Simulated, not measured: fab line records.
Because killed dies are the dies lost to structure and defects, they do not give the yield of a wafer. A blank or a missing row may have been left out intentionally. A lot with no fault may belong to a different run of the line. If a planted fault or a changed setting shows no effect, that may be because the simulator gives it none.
Matching of chambers || flow gf180mcu || rie diel-01 running GF_SAB_ETCH_11: 4 sister chambers
The step etches SiO2 in C4F8/O2/Ar, target depth 55 nm, time 8.5 s. 14 wafers are shown with their chamber, then 6 later ones without.

== EACH WAFER AND ITS CHAMBER ==
{"wafer": "L450.3", "chamber": 0, "oes product au (a.u.)": 0.976}
{"wafer": "L450.4", "chamber": 3, "oes product au (a.u.)": 0.983}
{"wafer": "L450.5", "chamber": 0, "oes product au (a.u.)": 0.984}
{"wafer": "L451.1", "chamber": 1, "oes product au (a.u.)": 0.996}
{"wafer": "L451.3", "chamber": 0, "oes product au (a.u.)": 0.987}
{"wafer": "L451.4", "chamber": 2, "oes product au (a.u.)": 1.002}
{"wafer": "L455.3", "chamber": 0, "oes product au (a.u.)": 0.986}
{"wafer": "L455.4", "chamber": 1, "oes product au (a.u.)": 0.989}
{"wafer": "L455.5", "chamber": 3, "oes product au (a.u.)": 0.983}
{"wafer": "L456.1", "chamber": 1, "oes product au (a.u.)": 0.999}
{"wafer": "L456.2", "chamber": 2, "oes product au (a.u.)": 0.998}
{"wafer": "L456.4", "chamber": 0, "oes product au (a.u.)": 1.009}
{"wafer": "L457.1", "chamber": 0, "oes product au (a.u.)": 0.985}
{"wafer": "L457.4", "chamber": 2, "oes product au (a.u.)": 1.000}

SIGNATURES (means of the wafers above)
{"reading": "oes product au", "chamber 0": 0.98783, "chamber 1": 0.99467, "chamber 2": 1.00000, "chamber 3": 0.98300, "scatter within a chamber": 0.00822}
Rule: for each reading, subtract the chamber's mean from the wafer's reading, divide by that reading's scatter and square the result; add these up over the readings and take the root, which gives the wafer's distance from the chamber. The wafer belongs to the nearest chamber; if the next one is less than 2 further off, it can't be placed. The scatter: the root of (the sum of the squares of (reading less its chamber's mean) over the shown wafers, divided by (wafers less chambers)).

== WAFERS WITH NO CHAMBER GIVEN ==
{"wafer": "L459.1", "oes product au (a.u.)": 0.986}
{"wafer": "L459.4", "oes product au (a.u.)": 1.001}
{"wafer": "L459.5", "oes product au (a.u.)": 1.007}
{"wafer": "L460.3", "oes product au (a.u.)": 1.007}
{"wafer": "L460.5", "oes product au (a.u.)": 0.985}
{"wafer": "L460.6", "oes product au (a.u.)": 0.983}

== CHAMBER TAKEN BY EACH ==
{"wafer": "L459.1", "from the rows above": "can't be placed: 0 or 3 or 1 or 2", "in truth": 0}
{"wafer": "L459.4", "from the rows above": "can't be placed: 2 or 1 or 0", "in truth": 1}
{"wafer": "L459.5", "from the rows above": "can't be placed: 2 or 1 or 0", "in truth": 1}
{"wafer": "L460.3", "from the rows above": "can't be placed: 2 or 1 or 0", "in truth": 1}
{"wafer": "L460.5", "from the rows above": "can't be placed: 3 or 0 or 1 or 2", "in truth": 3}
{"wafer": "L460.6", "from the rows above": "can't be placed: 3 or 0 or 1", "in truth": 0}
Correctly placed: 0 of 6. Unplaceable from these rows: 6, with the true chamber sitting among the candidates in 6. Placed wrongly: 0.
